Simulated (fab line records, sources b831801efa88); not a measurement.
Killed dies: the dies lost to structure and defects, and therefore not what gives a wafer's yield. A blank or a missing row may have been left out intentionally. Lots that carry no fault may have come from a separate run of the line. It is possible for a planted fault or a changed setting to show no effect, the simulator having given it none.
One fault through the eyes of 2 desks | flow sky130 | what lay behind the numbers comes last; until then each desk has only its own

## AT THE METROLOGY DESK
Lot by lot, what the gauges showed, no matter which tool ran the lot: averages of those sampled wafers that carry a number. Marked OUT: a lot whose mean sits more than 4 standard deviations from the usual mean, which makes it out of limits; the brackets give that distance.
Columns: A = CAP2M_OVL at SKY_CAP2M_OVL_MEAS_12, usual 1.2 nm; B = cdNm at SKY_METAL4_CD_MEAS_13, usual 299.7 nm; C = METAL4_OVL at SKY_METAL4_OVL_MEAS_14, usual -1 nm
lot  | first seen here | A   | B     | C
L601 | day 43 03:49    | 1.3 | 299.6 | 2
L609 | day 45 07:04    | 0.0 | 299.3 | 11
L615 | day 46 13:55    | 0.9 | 300.6 | -7
L616 | day 46 15:22    | 2.0 | 296.4 | 2
L617 | day 47 05:25    | 0.1 | 302.7 | -8
L619 | day 47 20:44    | 2.7 | 300.6 | -14
L621 | day 48 03:52    | 0.6 | 303.7 | -4
This desk found nothing out of limits on any of the 7 lots.

## FOR THE TOOL OWNER'S DESK: krfScanner-02
The tool's own readings at SKY_METAL4_EXPOSE_10 (exposes mask MM4, target cd 300 nm): means of the sampled wafers that have a number, for each lot that ran on this tool. Marked OUT: a lot whose mean sits more than 4 standard deviations from the usual mean, which makes it out of limits; the brackets give that distance.
Columns: A = exposureDoseMJCm2 at SKY_METAL4_EXPOSE_10, usual 27.897; B = reticleTempC at SKY_METAL4_EXPOSE_10, usual 22.98 C; C = stageVelMmS at SKY_METAL4_EXPOSE_10, usual 499.95 mm/s
lot  | first seen here | A                 | B     | C
L601 | day 43 16:03    | 27.873            | 23.04 | 500.15
L615 | day 47 02:28    | 27.485 (-16) OUT  | 22.98 | 500.00
L617 | day 47 15:59    | 27.543 (-14) OUT  | 22.90 | 499.87
L621 | day 48 13:52    | 27.652 (-9.8) OUT | 22.87 | 499.72
This desk's finding: out of limits on L615, L617, L621; first on L615, day 47 02:28 (exposureDoseMJCm2 at SKY_METAL4_EXPOSE_10). L601: within limits.

## BROUGHT TOGETHER
The tool owner's desk had the chance to raise an alarm at day 47 02:28 on L615, L617, L621.
Nothing out of limits was seen by the metrology desk.
The metrology desk holds a record of L615, L617, L621, inside its limits.
The lots listed all ran SKY_METAL4_EXPOSE_10 on krfScanner-02.

## WHAT THE SIMULATOR HAD INSERTED
Process parameter drift: krfScanner-02, from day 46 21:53 on, at SKY_METAL4_EXPOSE_10. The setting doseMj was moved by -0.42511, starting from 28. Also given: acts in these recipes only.
Struck lots among those shown: L615, L617, L621.
Hours from the fault's start to each desk's first reading out of limits: the tool owner's desk, 5.
